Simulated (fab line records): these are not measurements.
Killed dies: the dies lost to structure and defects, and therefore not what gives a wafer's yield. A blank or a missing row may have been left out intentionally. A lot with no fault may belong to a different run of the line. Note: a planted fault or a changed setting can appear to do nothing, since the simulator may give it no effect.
Struck lot and sound lot, side by side -- flow gf180mcu -- 19 steps out of a route of 602
Sound: wafers L821.2, L821.3, L821.4. The struck wafers were L813.2, L813.3, L813.5. The cause is named last.
At each step with rows: each side's tool, then ch and its chambers, then its first start. Under that, the readings that differ: sound wafers -- struck wafers -- difference of the means -- sigmas: that difference in standard deviations of wafers without a fault.
alike: readings with means less than 2 such deviations apart, plus words and numbers identical on both sides. not compared: withheld readings, readings lacking a value on some wafer, bounds such as >300 that could conceal the same value, and numbers that have no deviation in the record and whose values overlap.
The two part at a step that has a row with sigmas, a row that says differs or no value, or rows on one side only. Numbers that don't overlap but have no deviation are shown without sigmas and don't part them. Lack of a reading on every wafer of one side parts them only where that side has two or more wafers.

first, 1 step without rows for these wafers: GF_NSD_IMPLANT_10.
GF_NSD_STRIP_11: strips in O2/N2.
  sound on plasma asher-03 ch 0,1, day 19 12:23; struck on plasma asher-02 ch 0, day 16 15:24
  alike: drypump motor current A, heater power w, oes product au, strip time to endpoint s
  not compared: rf hours counter h
GF_NSD_TW_MEAS_12:
  sound: film metro-03 at day 19 12:29; struck: film metro-04 at day 16 15:31
  alike: NSD_TW
then, 7 steps without rows for these wafers: GF_PSD_DEHYDRATE_00 (time 60 s); GF_PSD_HMDS_01 (prime time 60 s); GF_PSD_COAT_02 (resist thk 1000 nm); GF_PSD_SOFTBAKE_03 (time 60 s); GF_PSD_EXPOSE_04 (exposes mask Pplus, target cd 400 nm); GF_PSD_PEB_05; GF_PSD_DEVELOP_06 (develop time 60 s).
GF_PSD_CD_MEAS_07: target cd 400 nm.
  sound: cd sem-02 at day 20 12:32; struck: cd sem-01 at day 17 14:10
  alike: cd nm
GF_PSD_OVL_MEAS_08:
  sound: overlay-02 at day 20 12:38; struck: overlay-01 at day 17 14:16
  alike: PSD_OVL
GF_PSD_IMPLANT_09:
  struck on implanter-03, day 17 14:19; sound on implanter-03 ch 0, day 20 12:41
  no value came back on the struck wafers for beam energy keV, beam on s (s); on the sound wafers beam energy keV reads 40.007 39.993 39.997
GF_PSD_STRIP_10: strips in O2/N2.
  sound on plasma asher-02 ch 0,1, day 20 12:49; struck on plasma asher-02 ch 0,1, day 17 14:27
reading,sound,struck,difference,sigmas
oes product au (a.u.),0.588 0.604 0.591,0.713 0.715 0.714,+0.120,+24
strip time to endpoint s (s),16.55 16.58 16.56,12.62 12.65 12.62,-3.93,-87
  alike: drypump motor current A, heater power w
  not compared: rf hours counter h
GF_PSD_TW_MEAS_11:
  sound: film metro-03 at day 20 12:56; struck: film metro-04 at day 17 14:34
reading,sound,struck,difference,sigmas
PSD_TW,3159 3177 3157,30 30 30,-3134,-99 or more
then, 1 step without rows for these wafers: GF_PSD_CLEAN_12 (cleans in SC1/SC2, time 150 s).
GF_PSD_RTA_13: time 20 s.
  sound on rtp anneal-01 ch 0, day 20 13:02; struck on rtp anneal-02 ch 0, day 17 14:40
reading,sound,struck,difference,sigmas
lamp power pct (%),31 30 30,42 42 42,+12,+2
  alike: wafer_temp_C_max
GF_PSD_RS_MEAS_14: the measuring method here is four-point-probe.
  sound: film metro-03 at day 20 13:08; struck: film metro-03 at day 17 14:46
  alike: NSD_RS
GF_PSD_RS_MEAS_15: the measuring method here is four-point-probe.
  sound: film metro-03 at day 20 13:15; struck: film metro-03 at day 17 14:53
reading,sound,struck,difference,sigmas
PSD_RS (ohm/sq),108.9 108.4 108.6,132.7 132.8 133.2,+24.3,+78

WHERE THEY PART
First at GF_PSD_IMPLANT_09; last, within this record, at GF_PSD_RS_MEAS_15.

WHY: what had been put in by the simulator
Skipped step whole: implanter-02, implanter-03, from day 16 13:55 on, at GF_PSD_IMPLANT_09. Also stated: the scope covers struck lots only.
